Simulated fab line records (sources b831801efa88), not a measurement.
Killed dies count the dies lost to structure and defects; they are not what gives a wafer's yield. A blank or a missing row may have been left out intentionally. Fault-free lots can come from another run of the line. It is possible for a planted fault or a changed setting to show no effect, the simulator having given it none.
fab line records	flow sky130
record lots=6	wafers=18	lastDay=49
route steps=708 shown VIA3@587 METAL4@598 CAP2M@603 PAD_OPEN@708
lots that met no fault: taken from a fault-free run of the same line
startH: start of the lot's first displayed wafer, in hours after the record's first day	waitH: hours since the lot's step before	" as in the row above	L1.1+2: a row that stands for several wafers	- no value, or no start was given	* or withheld: withheld	< > ~ a bound
route shown NAME@n: a module of which the file shows steps, and the number in the route of the first	usual: mean/standard deviation of fault-free wafers	same: alike in all rows	chamber/n: place in a boat	sites: the reading at each site	_std_site: the values' standard deviation	_edge_site: mean of outer sites minus mean of inner sites	radiusMm: how far each site lies from the wafer's centre	mask NAME#n: copy n	behind: the most recent tool/chamber to have shaped the wafer	hold: why the lot was held/for how many hours/how that ended	device: names the non-switching transistor (n, p or np)	end of line: the route-end tests of the same wafers	a step without rows: its recipe alone	killed: at the first sort, the dies lost to defects and structure; wafer yield is something else	map: the dies of a wafer, with x for killed, . for not killed, _ for no die there
set.NAME: setting as actually run; set.NAME@STEP: the setting as run at that earlier step	model.NAME: the simulator's own value behind a step, which no gauge read
a table for each step, a row for each wafer; lots at some steps of the route
services: the hour from which a tool's chamber was out of use, counted from the record's first day as startH (under 0 if before that day), plus the number of hours and why
## steps
# step SKY_VIA3_ETCH_14
# recipe chemistry=N2/H2	target=BARC	ionEnergyEv=200	sourceW=500	biasW=100	pressureMtorr=30	n2FlowSccm=100	h2FlowSccm=200	stopOn=SiO2	timeS=45.9	targetDepthA=600
# usual drypumpMotorCurrentA=6.0/0.49	oesProductAu=0.856/0.0051	throttleValvePct=13.226/0.0098
lot.wafer	tool	chamber	startH	waitH	drypumpMotorCurrentA	oesProductAu	rfHoursCounterH	throttleValvePct
L128.1	rieDiel-04	1	921.94	0.0	5.5	0.854	2	13.218
L128.4	"	0	"	"	5.8	0.847	6	13.233
L128.6	"	1	"	"	5.5	0.857	-	13.237
L131.1	rieDiel-04	2	951.09	0.0	6.9	0.859	13	13.227
L131.3	"	3	"	"	6.0	0.865	12	13.212
L131.4	"	0	"	"	5.9	0.861	7	13.232
L138.3	rieDiel-04	2	1001.75	0.0	6.8	0.863	15	13.221
L138.4	"	0	"	"	5.9	0.853	9	13.225
L138.6	"	0	"	"	5.9	0.857	-	13.230
L139.2	rieDiel-01	2	1009.93	0.0	6.2	0.851	15	13.213
L139.4	"	0	"	"	5.7	0.853	25	13.246
L139.5	"	0	"	"	5.7	0.860	-	13.217
L144.1	rieDiel-03	0	1054.38	0.0	4.7	0.850	13	13.230
L144.2	"	2	"	"	6.5	0.860	21	13.223
L144.3	"	3	"	"	5.2	0.856	6	13.222
L147.1	rieDiel-01	3	1057.69	0.0	6.1	0.844	19	13.240
L147.5	"	3	"	"	6.1	0.856	-	13.217
L147.6	"	0	"	"	5.7	0.855	-	13.241
# step SKY_VIA3_ETCH_15
# recipe target=SiO2	chemistry=C4F8/O2/Ar	targetDepthNm=507	stopOn=TiN	maskMaterial=KrF-thick	sourceW=1500	biasW=1200	pressureMtorr=40	c4f8FlowSccm=withheld	O2_flow_sccm=6	Ar_flow_sccm=300	timeS=78
# step SKY_VIA3_STRIP_16
# recipe chemistry=O2/N2	powerW=1400	pressureMtorr=1500	platenTempC=withheld	o2FlowSccm=3000	n2FlowSccm=300	overashFraction=0.5
# usual drypumpMotorCurrentA=6.0/0.37	oesProductAu=0.402/0.0046	stripTimeToEndpointS=4.142/0.022
lot.wafer	tool	chamber	startH	waitH	drypumpMotorCurrentA	oesProductAu	rfHoursCounterH	stripTimeToEndpointS
L128.1	plasmaAsher-04	0	922.04	0.0	6.3	0.400	48	4.157
L128.4	"	1	"	"	6.2	0.401	-	4.154
L128.6	"	1	"	"	6.2	0.400	-	4.142
L131.1	plasmaAsher-04	1	951.19	0.0	6.2	0.408	51	4.128
L131.3	"	0	"	"	6.3	0.394	-	4.128
L131.4	"	1	"	"	6.2	0.395	-	4.145
L138.3	plasmaAsher-03	0	1001.88	0.1	6.5	0.404	-	4.151
L138.4	"	1	"	"	5.9	0.410	-	4.156
L138.6	"	1	"	"	5.9	0.394	-	4.180
L139.2	plasmaAsher-01	0	1010.04	0.0	5.4	0.408	25	4.128
L139.4	"	1	"	"	5.9	0.405	-	4.117
L139.5	"	0	"	"	5.4	0.397	-	4.125
L144.1	plasmaAsher-03	0	1054.49	0.0	6.5	0.411	125	4.180
L144.2	"	1	"	"	5.9	0.401	125	4.150
L144.3	"	1	"	"	6.0	0.408	-	4.159
L147.1	plasmaAsher-04	0	1057.79	0.0	6.3	0.400	61	4.107
L147.5	"	1	"	"	6.2	0.404	-	4.119
L147.6	"	0	"	"	6.3	0.406	-	4.136
# step SKY_VIA3_STRIP_17
# recipe chemistry=postEtchResidueRemover	timeS=1200	tempC=72.5
# step SKY_VIA3_CLEAN_18
# recipe chemistry=IPA	timeS=180	tempC=25
# step SKY_VIA3_CLEAN_19
# recipe chemistry=O3/DIW	dry=n2Spin
# step SKY_VIA3_SPUTTER_20
# recipe material=TiN	targetThkNm=20	chamberPressurePa=5	powerW=4000	timeS=76.36
# step SKY_VIA3_CVD_21
# recipe material=W	targetThkNm=390	timeS=117.31	tempC=400	pressureTorr=40
# step SKY_VIA3_RS_MEAS_22
# recipe thkMeasGauge=four-point-probe	reads=W_of_VIA3_CVD_21+TiN_of_VIA3_SPUTTER_20
# usual VIA3_W_RS=0.293/0.0054
lot.wafer	tool	chamber	startH	waitH	VIA3_W_RS[ohm/sq]
L128.1	filmMetro-02	-	922.82	0.1	0.288
L128.4	"	-	"	"	0.295
L128.6	"	-	"	"	0.298
L131.1	filmMetro-03	-	951.96	0.1	0.290
L131.3	"	-	"	"	0.294
L131.4	"	-	"	"	0.293
L138.3	filmMetro-02	-	1002.66	0.1	0.286
L138.4	"	-	"	"	0.294
L138.6	"	-	"	"	0.290
L139.2	filmMetro-04	-	1010.84	0.1	0.301
L139.4	"	-	"	"	0.289
L139.5	"	-	"	"	0.291
L144.1	filmMetro-03	-	1055.26	0.1	0.298
L144.2	"	-	"	"	0.291
L144.3	"	-	"	"	0.295
L147.1	filmMetro-04	-	1058.57	0.1	0.283
L147.5	"	-	"	"	0.278
L147.6	"	-	"	"	0.287
# step SKY_VIA3_THK_MEAS_23
# recipe thkMeasGauge=xrf	reads=W_of_VIA3_CVD_21
# usual VIA3_W_THK=397/8.1
lot.wafer	tool	chamber	startH	waitH	VIA3_W_THK[nm]
L128.1	filmMetro-02	-	922.94	0.1	399
L128.4	"	-	"	"	390
L128.6	"	-	"	"	380
L131.1	filmMetro-03	-	952.08	0.1	399
L131.3	"	-	"	"	395
L131.4	"	-	"	"	395
L138.3	filmMetro-02	-	1002.76	0.1	402
L138.4	"	-	"	"	390
L138.6	"	-	"	"	393
L139.2	filmMetro-04	-	1010.95	0.1	386
L139.4	"	-	"	"	400
L139.5	"	-	"	"	399
L144.1	filmMetro-03	-	1055.38	0.1	393
L144.2	"	-	"	"	401
L144.3	"	-	"	"	397
L147.1	filmMetro-04	-	1058.69	0.1	411
L147.5	"	-	"	"	418
L147.6	"	-	"	"	408
# step SKY_VIA3_CMP_24
# recipe stopOn=SiO2	tOverpolishS=20	downForcePsi=3.5	platenRpm=60	targetThkNm=0	padVelocityMS=0.94248
# usual motorCurrentA=11.8/1.4	overpolishRunS=20.000/0.0093	timeToEndpointS=94/3.9
lot.wafer	tool	chamber	startH	waitH	motorCurrentA	overpolishRunS	timeToEndpointS
L128.4	cmp-01	3	923.00	0.0	13.2	19.981	100
L128.1	"	2	"	"	12.4	20.004	100
L128.6	"	0	"	"	10.2	19.998	97
L131.1	cmp-02	3	952.14	0.1	12.5	19.996	100
L131.4	"	1	"	"	11.2	20.006	96
L131.3	"	2	"	"	13.1	20.001	98
L138.4	cmp-02	3	1002.90	0.1	11.9	20.009	96
L138.3	"	0	"	"	10.2	20.017	96
L138.6	"	1	"	"	12.2	19.997	96
L139.2	cmp-02	2	1011.05	0.1	13.4	19.997	91
L139.4	"	3	"	"	12.0	20.010	98
L139.5	"	1	"	"	12.3	19.997	93
L144.1	cmp-01	2	1055.44	0.1	13.1	19.988	88
L144.2	"	3	"	"	14.1	20.005	96
L144.3	"	0	"	"	10.1	19.998	94
L147.1	cmp-02	3	1058.75	0.1	12.4	20.008	98
L147.5	"	3	"	"	12.2	19.984	100
L147.6	"	0	"	"	10.5	20.020	96
# step SKY_METAL4_SPUTTER_00
# recipe material=Ti	targetThkNm=15	powerW=3000	timeS=10	chamberPressurePa=0.4
# step SKY_METAL4_SPUTTER_01
# recipe material=TiN	targetThkNm=20	powerW=6500	timeS=16.7	chamberPressurePa=0.4
# usual throttleValvePct=30.7/1
lot.wafer	tool	chamber	startH	waitH	throttleValvePct
L128.1	pvdSputter-02	-	923.32	0.0	31.6
L128.4	"	-	"	"	29.4
L128.6	"	-	"	"	32.0
L131.1	pvdSputter-02	-	952.47	0.0	29.7
L131.3	"	-	"	"	30.3
L131.4	"	-	"	"	32.1
L138.3	pvdSputter-02	-	1003.13	0.0	30.1
L138.4	"	-	"	"	32.2
L138.6	"	-	"	"	31.8
L139.2	pvdSputter-02	-	1011.32	0.0	30.1
L139.4	"	-	"	"	32.1
L139.5	"	-	"	"	30.2
L144.1	pvdSputter-01	-	1055.76	0.0	32.4
L144.2	"	-	"	"	30.6
L144.3	"	-	"	"	31.3
L147.1	pvdSputter-01	-	1059.07	0.0	30.4
L147.5	"	-	"	"	32.3
L147.6	"	-	"	"	31.2
# step SKY_METAL4_SPUTTER_02
# recipe material=AlCu	targetThkNm=735	powerW=10600	timeS=39.1	chamberPressurePa=0.4
# step SKY_METAL4_SPUTTER_03
# recipe material=Ti	targetThkNm=5	powerW=3000	timeS=3.3	chamberPressurePa=0.4
# step SKY_METAL4_SPUTTER_04
# recipe material=TiN	targetThkNm=70	powerW=6500	timeS=58.3	chamberPressurePa=0.4
# usual throttleValvePct=30.7/1
lot.wafer	tool	chamber	startH	waitH	throttleValvePct
L128.1	pvdSputter-02	-	923.40	0.0	31.7
L128.4	"	-	"	"	29.5
L128.6	"	-	"	"	31.9
L131.1	pvdSputter-02	-	952.55	0.0	29.4
L131.3	"	-	"	"	30.2
L131.4	"	-	"	"	32.0
L138.3	pvdSputter-02	-	1003.21	0.0	29.9
L138.4	"	-	"	"	31.9
L138.6	"	-	"	"	31.7
L139.2	pvdSputter-02	-	1011.40	0.0	30.1
L139.4	"	-	"	"	32.1
L139.5	"	-	"	"	30.1
L144.1	pvdSputter-01	-	1055.85	0.0	32.4
L144.2	"	-	"	"	30.4
L144.3	"	-	"	"	31.2
L147.1	pvdSputter-01	-	1059.15	0.0	30.6
L147.5	"	-	"	"	32.5
L147.6	"	-	"	"	31.0
# step SKY_CAP2M_CVD_00
# recipe material=SiO2	targetThkNm=15.5	tempC=400	timeS=withheld	rfW=450
# step SKY_CAP2M_THK_MEAS_01
# recipe reads=SiO2_of_CAP2M_CVD_00
# usual CAP2M_CVD_00_THK=15.44/0.25
lot.wafer	tool	chamber	startH	waitH	CAP2M_CVD_00_THK[nm]
L128.1	filmMetro-04	-	923.48	-	15.48
L128.4	"	-	"	"	15.60
L128.6	"	-	"	"	15.73
L131.1	filmMetro-04	-	952.62	-	15.73
L131.3	"	-	"	"	15.54
L131.4	"	-	"	"	15.61
L138.3	filmMetro-02	-	1003.30	-	15.60
L138.4	"	-	"	"	15.90
L138.6	"	-	"	"	15.81
L139.2	filmMetro-04	-	1011.50	-	15.17
L139.4	"	-	"	"	15.41
L139.5	"	-	"	"	15.48
L144.1	filmMetro-04	-	1055.92	-	15.18
L144.2	"	-	"	"	15.35
L144.3	"	-	"	"	15.05
L147.1	filmMetro-04	-	1059.22	-	15.24
L147.5	"	-	"	"	15.27
L147.6	"	-	"	"	15.46
# step SKY_CAP2M_SPUTTER_02
# recipe material=TiN	targetThkNm=200	tempC=300	powerW=6500	timeS=166.7	chamberPressurePa=0.4
# usual throttleValvePct=30.1/0.92
lot.wafer	tool	chamber	startH	waitH	throttleValvePct
L128.1	pvdSputter-03	-	923.54	0.1	29.7
L128.4	"	-	"	"	29.2
L128.6	"	-	"	"	29.0
L131.1	pvdSputter-04	-	952.68	0.1	29.0
L131.3	"	-	"	"	31.2
L131.4	"	-	"	"	30.1
L138.3	pvdSputter-02	-	1003.34	0.0	29.9
L138.4	"	-	"	"	32.0
L138.6	"	-	"	"	29.6
L139.2	pvdSputter-03	-	1011.55	0.0	30.9
L139.4	"	-	"	"	29.4
L139.5	"	-	"	"	29.2
L144.1	pvdSputter-02	-	1055.98	0.1	32.0
L144.2	"	-	"	"	29.5
L144.3	"	-	"	"	30.3
L147.1	pvdSputter-02	-	1059.28	0.1	31.6
L147.5	"	-	"	"	31.5
L147.6	"	-	"	"	29.5
# step SKY_CAP2M_RS_MEAS_03
# recipe thkMeasGauge=four-point-probe	reads=TiN_of_CAP2M_SPUTTER_02
# usual CAP2M_TIN_RS=6.88/0.053
lot.wafer	tool	chamber	startH	waitH	CAP2M_TIN_RS[ohm/sq]
L128.1	filmMetro-01	-	923.64	0.1	6.74
L128.4	"	-	"	"	6.78
L128.6	"	-	"	"	6.84
L131.1	filmMetro-01	-	952.79	0.1	6.87
L131.3	"	-	"	"	6.77
L131.4	"	-	"	"	6.83
L138.3	filmMetro-04	-	1003.49	0.1	6.87
L138.4	"	-	"	"	6.86
L138.6	"	-	"	"	6.90
L139.2	filmMetro-01	-	1011.67	0.1	6.89
L139.4	"	-	"	"	6.89
L139.5	"	-	"	"	6.92
L144.1	filmMetro-02	-	1056.09	0.1	6.89
L144.2	"	-	"	"	6.90
L144.3	"	-	"	"	6.89
L147.1	filmMetro-01	-	1059.39	0.1	6.82
L147.5	"	-	"	"	6.87
L147.6	"	-	"	"	6.91
# step SKY_CAP2M_THK_MEAS_04
# recipe thkMeasGauge=xrf	reads=TiN_of_CAP2M_SPUTTER_02
# usual CAP2M_TIN_THK=199.3/1.6
lot.wafer	tool	chamber	startH	waitH	CAP2M_TIN_THK[nm]
L128.1	filmMetro-01	-	923.76	0.1	203.8
L128.4	"	-	"	"	202.1
L128.6	"	-	"	"	199.1
L131.1	filmMetro-01	-	952.91	0.1	199.8
L131.3	"	-	"	"	202.2
L131.4	"	-	"	"	200.2
L138.3	filmMetro-04	-	1003.59	0.1	198.9
L138.4	"	-	"	"	199.1
L138.6	"	-	"	"	199.1
L139.2	filmMetro-01	-	1011.78	0.1	197.4
L139.4	"	-	"	"	197.9
L139.5	"	-	"	"	198.4
L144.1	filmMetro-02	-	1056.21	0.1	200.4
L144.2	"	-	"	"	199.5
L144.3	"	-	"	"	199.9
L147.1	filmMetro-01	-	1059.51	0.1	200.9
L147.5	"	-	"	"	199.4
L147.6	"	-	"	"	198.4
# step SKY_CAP2M_DEHYDRATE_05
# recipe tempC=200	timeS=60
# step SKY_CAP2M_HMDS_06
# recipe primeTimeS=60	primeTempC=120
# step SKY_CAP2M_COAT_07
# recipe resist=NOVOLAK	spinRpm=3000	resistThkNm=1140
# step SKY_CAP2M_SOFTBAKE_08
# recipe tempC=90	timeS=60	resist=NOVOLAK
# step SKY_CAP2M_EXPOSE_09
# recipe maskId=CAP2M	na=0.6	sourceShape=conventional	sigmaOuter=0.6	polarization=unpolarized	targetCdNm=1000	doseMj=159
# step SKY_CAP2M_PEB_10
# recipe tempC=withheld	timeS=*	resist=NOVOLAK
# step SKY_CAP2M_DEVELOP_11
# recipe resist=NOVOLAK	developer=TMAH	developTimeS=60	devTempC=23
# step SKY_CAP2M_OVL_MEAS_12
# usual CAP2M_OVL=-0.1/1.2
lot.wafer	tool	chamber	startH	waitH	CAP2M_OVL[nm]
L128.1	overlay-02	-	947.80	0.1	0.1
L128.4	"	-	"	"	-0.3
L128.6	"	-	"	"	-1.4
L131.1	overlay-01	-	976.23	0.1	1.9
L131.3	"	-	"	"	1.5
L131.4	"	-	"	"	-0.5
L138.3	overlay-01	-	1025.92	0.1	0.3
L138.4	"	-	"	"	-0.2
L138.6	"	-	"	"	-0.7
L139.2	overlay-01	-	1034.43	0.1	0.7
L139.4	"	-	"	"	0.0
L139.5	"	-	"	"	1.0
L144.1	overlay-02	-	1076.45	0.1	1.4
L144.2	"	-	"	"	1.4
L144.3	"	-	"	"	0.8
L147.1	overlay-01	-	1079.83	0.1	-0.9
L147.5	"	-	"	"	0.2
L147.6	"	-	"	"	-0.2
# step SKY_CAP2M_METAL_ETCH_13
# recipe targetDepthNm=220	stopOn=SiO2	chemistry=Cl2/BCl3	target=TiN	pressureMtorr=10	icpW=900	biasW=48.5	Cl2_flow_sccm=60	bcl3FlowSccm=30	timeS=62.9
# step SKY_CAP2M_STRIP_14
# recipe chemistry=O2/N2	powerW=1400	pressureMtorr=1500	platenTempC=withheld	o2FlowSccm=3000	n2FlowSccm=300	overashFraction=0.5
# step SKY_CAP2M_STRIP_15
# recipe chemistry=postEtchResidueRemover	timeS=1200	tempC=72.5
# step SKY_CAP2M_CLEAN_16
# recipe chemistry=IPA	timeS=180	tempC=25
# step SKY_CAP2M_CLEAN_17
# recipe chemistry=O3/DIW	dry=n2Spin
# step SKY_METAL4_DEHYDRATE_05
# recipe tempC=200	timeS=60
# step SKY_METAL4_HMDS_06
# recipe primeTimeS=60	primeTempC=120
# step SKY_METAL4_COAT_07
# recipe resist=BARC	tempC=withheld	timeS=withheld	spinRpm=3000	resistThkNm=60
# step SKY_METAL4_COAT_08
# recipe resist=KrF-thick	spinRpm=3000	resistThkNm=1140
# step SKY_METAL4_SOFTBAKE_09
# recipe tempC=99.37	timeS=90	resist=KrF-thick
# step SKY_METAL4_EXPOSE_10
# recipe maskId=MM4	na=0.68	sourceShape=annular	sigmaInner=0.4	sigmaOuter=0.8	targetCdNm=300	doseMj=28
# step SKY_METAL4_PEB_11
# recipe pebTempC=withheld	pebTimeS=withheld	resist=KrF-thick
# step SKY_METAL4_DEVELOP_12
# recipe developTimeS=60	resist=KrF-thick	devTempC=21
# step SKY_PAD_OPEN_PROBE_99
# usual defectLimitedYield=82.5/2.1	killed_at_M0_to_M3=43/6.8	killed_at_M4_up=3.2/1.7	killedAtContacts=24/5.6	killedAtFrontEnd=15/4.7	killedAtOther=0.3/0.59	killedDies=86/10	killedOnRim=16/4	killedOpen=47/6.8	killedShort=39/6.4	sort_bin_3_pad_short=0.9/0.42	sort_bin_5_function=10.5/1.6	sort_bin_6_memory=6.2/1.1	sortNPass=406/10	sortYieldPct=82.5/2.1
# same grossDies=492	killedAtBackSide=0	sort_bin_4_leakage[%]=0	sort_bin_8_speed[%]=0
lot.wafer	tool	chamber	startH	waitH	hold	defectLimitedYield[%]	killed_at_M0_to_M3	killed_at_M4_up	killedAtContacts	killedAtFrontEnd	killedAtOther	killedDies	killedOnRim	killedOpen	killedShort	sort_bin_3_pad_short[%]	sort_bin_5_function[%]	sort_bin_6_memory[%]	sortNPass	sortYieldPct[%]	model.etest.tester.sortNPass	model.etest.tester.sortYieldPct	model.etest.tester.sort_bin_5_pct	model.etest.tester.sort_bin_3_pct
L128.1	prober-02	-	1068.12	0.1	-	82.3	52	3	24	8	0	87	16	44	42	1.2	10.2	6.3	405	82.3	405	82.32	10.16	1.22
L128.4	prober-02	-	1068.27	0.2	-	83.1	41	4	26	12	0	83	13	46	37	1.2	10.0	5.7	409	83.1	409	83.13	9.959	1.22
L128.6	prober-02	-	1068.37	0.2	-	80.3	51	5	27	13	1	97	20	51	45	1.0	12.6	6.1	395	80.3	395	80.28	12.6	1.016
L131.1	prober-02	-	1093.90	0.1	-	84.1	42	2	21	12	1	78	15	43	35	0.4	9.3	6.1	414	84.1	414	84.15	9.35	0.4065
L131.3	prober-02	-	1094.00	0.2	-	83.5	46	2	24	9	0	81	22	44	37	0.8	8.5	7.1	411	83.5	411	83.54	8.537	0.813
L131.4	prober-02	-	1094.05	0.2	-	82.3	47	5	23	12	0	87	17	45	42	1.0	9.8	6.9	405	82.3	405	82.32	9.756	1.016
L138.3	prober-02	-	1135.79	0.2	awaitDispo/2.0h/release	74.6	35	67	16	6	1	125	13	37	23	3.7	14.8	6.9	367	74.6	367	74.59	14.84	3.659
L138.4	prober-02	-	1135.84	0.2	awaitDispo/2.0h/release	70.1	43	64	26	14	0	147	22	47	40	4.5	18.1	7.3	345	70.1	345	70.12	18.09	4.472
L138.6	prober-02	-	1135.94	0.2	awaitDispo/2.0h/release	74.0	41	57	18	12	0	128	15	40	34	3.3	15.2	7.5	364	74.0	364	73.98	15.24	3.252
L139.2	prober-01	-	1144.36	0.1	awaitDispo/0.9h/release	69.5	37	60	28	25	0	150	22	55	38	2.2	21.3	6.9	342	69.5	342	69.51	21.34	2.236
L139.4	prober-01	-	1144.46	0.2	awaitDispo/0.9h/release	75.6	31	61	16	12	0	120	19	33	28	3.3	15.2	5.9	372	75.6	372	75.61	15.24	3.252
L139.5	prober-01	-	1144.51	0.2	awaitDispo/0.9h/release	70.7	44	62	26	12	0	144	17	44	40	4.1	16.7	8.5	348	70.7	348	70.73	16.67	4.065
L144.1	prober-01	-	1178.98	0.1	-	85.8	41	1	16	12	0	70	12	38	32	0.8	7.7	5.7	422	85.8	422	85.77	7.724	0.813
L144.2	prober-01	-	1179.03	0.1	-	86.2	30	2	19	17	0	68	14	32	36	1.0	7.7	5.1	424	86.2	424	86.18	7.724	1.016
L144.3	prober-01	-	1179.08	0.2	-	83.5	38	3	31	8	1	81	15	44	37	1.4	7.5	7.5	411	83.5	411	83.54	7.52	1.423
L147.1	prober-01	-	1183.56	0.1	-	85.0	41	2	17	14	0	74	7	45	29	0.8	9.3	4.9	418	85.0	418	84.96	9.35	0.813
L147.5	prober-01	-	1183.76	0.2	-	83.7	45	5	19	11	0	80	14	46	34	1.2	8.7	6.3	412	83.7	412	83.74	8.74	1.22
L147.6	prober-01	-	1183.81	0.2	-	82.3	44	1	27	14	1	87	16	54	33	0.8	10.8	6.1	405	82.3	405	82.32	10.77	0.813
# killed by level:class
L128.1 VIA1:geometricParticle:open=16 METAL2:geometricParticle:short=8 CONTACT:geometricParticle:open=6 VIA1:geometricParticle:short=6 VIA2:geometricParticle:open=5 LI_CONTACT:geometricParticle:open=5 LOCAL_INTERCONNECT:geometricParticle:short=5 CONTACT:geometricParticle:short=5
L128.4 VIA1:geometricParticle:open=11 CONTACT:geometricParticle:open=10 VIA2:geometricParticle:open=10 LI_CONTACT:geometricParticle:open=8 VIA1:geometricParticle:short=6 METAL1:geometricParticle:short=5 LI_CONTACT:geometricParticle:short=4 CONTACT:geometricParticle:short=4
L128.6 CONTACT:geometricParticle:open=11 VIA1:geometricParticle:open=11 VIA1:geometricParticle:short=8 LOCAL_INTERCONNECT:geometricParticle:short=6 VIA2:geometricParticle:short=6 VIA2:geometricParticle:open=6 VIA3:geometricParticle:open=5 METAL2:geometricParticle:short=5
L131.1 VIA2:geometricParticle:open=9 LI_CONTACT:geometricParticle:open=8 CONTACT:geometricParticle:open=7 VIA3:geometricParticle:open=7 METAL1:geometricParticle:short=6 VIA1:geometricParticle:open=5 METAL2:geometricParticle:short=5 CONTACT:geometricParticle:short=4
L131.3 CONTACT:geometricParticle:open=12 METAL1:geometricParticle:short=7 VIA2:geometricParticle:open=7 VIA2:geometricParticle:short=6 VIA3:geometricParticle:open=5 VIA1:geometricParticle:open=5 METAL2:geometricParticle:short=5 POLY_GATE:geometricParticle:short=4
L131.4 VIA2:geometricParticle:open=11 LI_CONTACT:geometricParticle:open=8 METAL2:geometricParticle:short=6 METAL1:geometricParticle:short=6 CONTACT:geometricParticle:open=5 VIA1:geometricParticle:open=5 VIA3:geometricParticle:open=5 METAL4:geometricParticle:short=5
L138.3 METAL4:unspecified=64 CONTACT:geometricParticle:open=8 VIA1:geometricParticle:open=7 LI_CONTACT:geometricParticle:open=6 VIA2:geometricParticle:open=6 METAL1:geometricParticle:short=5 VIA3:geometricParticle:open=4 VIA1:geometricParticle:short=3
L138.4 METAL4:unspecified=60 CONTACT:geometricParticle:open=12 VIA1:geometricParticle:open=11 CONTACT:geometricParticle:short=6 METAL1:geometricParticle:short=5 VIA1:geometricParticle:short=5 METAL2:geometricParticle:short=5 LI_CONTACT:geometricParticle:open=4
L138.6 METAL4:unspecified=54 VIA1:geometricParticle:open=11 LI_CONTACT:geometricParticle:open=6 METAL3:geometricParticle:short=6 CONTACT:geometricParticle:open=5 POLY_GATE:geometricParticle:short=4 CONTACT:geometricParticle:short=4 VIA1:geometricParticle:short=4
L139.2 METAL4:unspecified=57 CONTACT:geometricParticle:open=10 VIA2:geometricParticle:open=8 FIELD_ISO:geometricParticle:short=7 LI_CONTACT:geometricParticle:open=7 CONTACT:geometricParticle:short=7 VIA1:geometricParticle:open=6 VIA3:geometricParticle:open=6
L139.4 METAL4:unspecified=59 VIA1:geometricParticle:open=8 FIELD_ISO:geometricParticle:open=7 CONTACT:geometricParticle:open=7 CONTACT:geometricParticle:short=5 VIA1:geometricParticle:short=4 METAL3:geometricParticle:short=4 VIA2:geometricParticle:open=3
L139.5 METAL4:unspecified=60 LI_CONTACT:geometricParticle:open=11 VIA1:geometricParticle:short=8 CONTACT:geometricParticle:open=7 VIA1:geometricParticle:open=7 METAL2:geometricParticle:short=7 VIA2:geometricParticle:open=6 POLY_GATE:geometricParticle:short=5
L144.1 VIA3:geometricParticle:open=9 CONTACT:geometricParticle:open=8 VIA1:geometricParticle:short=5 METAL1:geometricParticle:short=5 POLY_GATE:geometricParticle:open=4 VIA1:geometricParticle:open=4 METAL2:geometricParticle:short=4 FIELD_ISO:geometricParticle:open=3
L144.2 CONTACT:geometricParticle:open=7 CONTACT:geometricParticle:short=6 POLY_GATE:geometricParticle:short=6 FIELD_ISO:geometricParticle:short=5 VIA1:geometricParticle:open=5 FIELD_ISO:geometricParticle:open=4 VIA2:geometricParticle:open=4 VIA3:geometricParticle:open=4
L144.3 LI_CONTACT:geometricParticle:open=11 CONTACT:geometricParticle:open=10 METAL1:geometricParticle:short=6 VIA1:geometricParticle:open=6 METAL2:geometricParticle:short=6 VIA2:geometricParticle:short=5 VIA2:geometricParticle:open=5 FIELD_ISO:geometricParticle:open=4
L147.1 VIA1:geometricParticle:open=9 CONTACT:geometricParticle:open=7 METAL1:geometricParticle:short=7 VIA3:geometricParticle:open=6 LI_CONTACT:geometricParticle:open=5 FIELD_ISO:geometricParticle:open=4 VIA2:geometricParticle:open=4 POLY_GATE:geometricParticle:open=4
L147.5 VIA1:geometricParticle:open=19 CONTACT:geometricParticle:short=6 VIA2:geometricParticle:open=6 LI_CONTACT:geometricParticle:open=5 FIELD_ISO:geometricParticle:open=4 METAL1:geometricParticle:short=4 CONTACT:geometricParticle:open=4 VIA1:geometricParticle:short=4
L147.6 VIA1:geometricParticle:open=12 LI_CONTACT:geometricParticle:open=8 CONTACT:geometricParticle:open=8 CONTACT:geometricParticle:short=6 SPACER:geometricParticle:open=5 METAL1:geometricParticle:short=5 METAL2:geometricParticle:short=5 VIA2:geometricParticle:short=4
# map L138.4 (x killed, . not)
__________......x..._________
________x....x........_______
______.....x............_____
_____.x..x.x....x.x...x.x____
____.x....x..............x___
___..xx..............xx....__
__..x.x......x.x............_
_..........xx..x..x...x.....x
_...x...x.....x......xxx.....
_xx..x....x..........xx.....x
_....x.x.x.x...x.x..x...x....
_.....x.x..x...x....x......x.
_...x....x..x...x.......x....
_..x.............x....x..x...
_.....x....xxx.xx.xx.........
__.......x.xxxxxxx.....x...x_
___.x.xx..xxxxxxxxxx.......__
____x.....xxxxxxxxxx.xx...___
_____....xxxxxxxxxxx.....____
______...xxxxxxxxxx..x.x_____
________...xxxxxxxxx.._______
__________.xxxxxxx.._________
# map L139.2 (x killed, . not)
__________......x..x_________
________.....xxxxx...x_______
______...x..x..xxx..x..._____
_____.x...x.xxxxxxxx.x.x.____
____x.x.x.xxxxxxxxxx......___
___.xx.....xxxxxxxxx....x..__
__.xx.x...xxxxxxxxxx........_
_......x..xxxxxxxxxx...x....x
_..x..x...x.xxxxxx.x.........
_x.x...........xxxx......x..x
_..x....x..x...x.x...........
_............xxx.....xx...xxx
_x..x....x....x.....x.....x..
_x........x...x..x.........x.
_x...x.....x....x........xxxx
__..x.x.xx..........x.....xx_
___..xx........x...x.x.x...__
____x..x...............x..___
_____...........x.x......____
______....xx....x......._____
________x.x..........._______
__________.........._________
## services
tool	chamber	startH	hours	kind
rieDiel-03	2	900.53	1.7	repair
cmp-01	-	903.06	1.9	repair
rieDiel-04	0	906.36	2.4	repair
cmp-02	-	909.36	3.7	repair
cmp-01	-	918.48	4.0	pm
plasmaAsher-01	-	938.58	1.5	repair
cmp-02	-	944.08	5.3	pm
cmp-01	-	951.34	1.1	repair
cmp-01	-	951.41	1.3	repair
rieDiel-01	0	953.63	3.6	repair
pvdSputter-02	-	961.41	1.0	repair
plasmaAsher-03	-	962.74	0.6	repair
rieDiel-04	3	966.61	9.7	repair
rieDiel-03	3	969.89	10.9	repair
rieDiel-04	2	979.52	9.5	repair
plasmaAsher-01	-	981.27	4.0	pm
plasmaAsher-03	-	986.19	2.8	pm
rieDiel-03	-	995.83	4.3	pm
pvdSputter-04	-	1003.23	9.5	repair
plasmaAsher-04	-	1007.02	12.2	pm
cmp-02	-	1012.77	1.6	repair
cmp-02	-	1042.36	1.5	repair
plasmaAsher-03	-	1045.14	2.0	repair
plasmaAsher-03	-	1055.25	9.0	pm
## key
firstSign step=SKY_PAD_OPEN_PROBE_99	reading=killed_at_M4_up	direction=up	sigmas=34	usual=3.2	struck=61.8
effect step=SKY_PAD_OPEN_PROBE_99	reading=sort_bin_3_pad_short	direction=up	sigmas=6.2	usual=0.9	struck=3.5
modelEffect step=SKY_PAD_OPEN_PROBE_99	value=etest.tester.sortNPass	without=408.5	struck=356.3
metAt SKY_METAL4_SPUTTER_01
struckWafers L138.3,L138.4,L138.6,L139.2,L139.4,L139.5
onsetBetween 952.47 1003.13
alsoFits SKY_METAL4_SPUTTER_04:pvdSputter-02
fault kind=chamberParticleSource	tool=pvdSputter-02	chamber=-	onsetH=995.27	steps=SKY_METAL4_SPUTTER_01	ratePerVisitCm2=1.2114	endH=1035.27
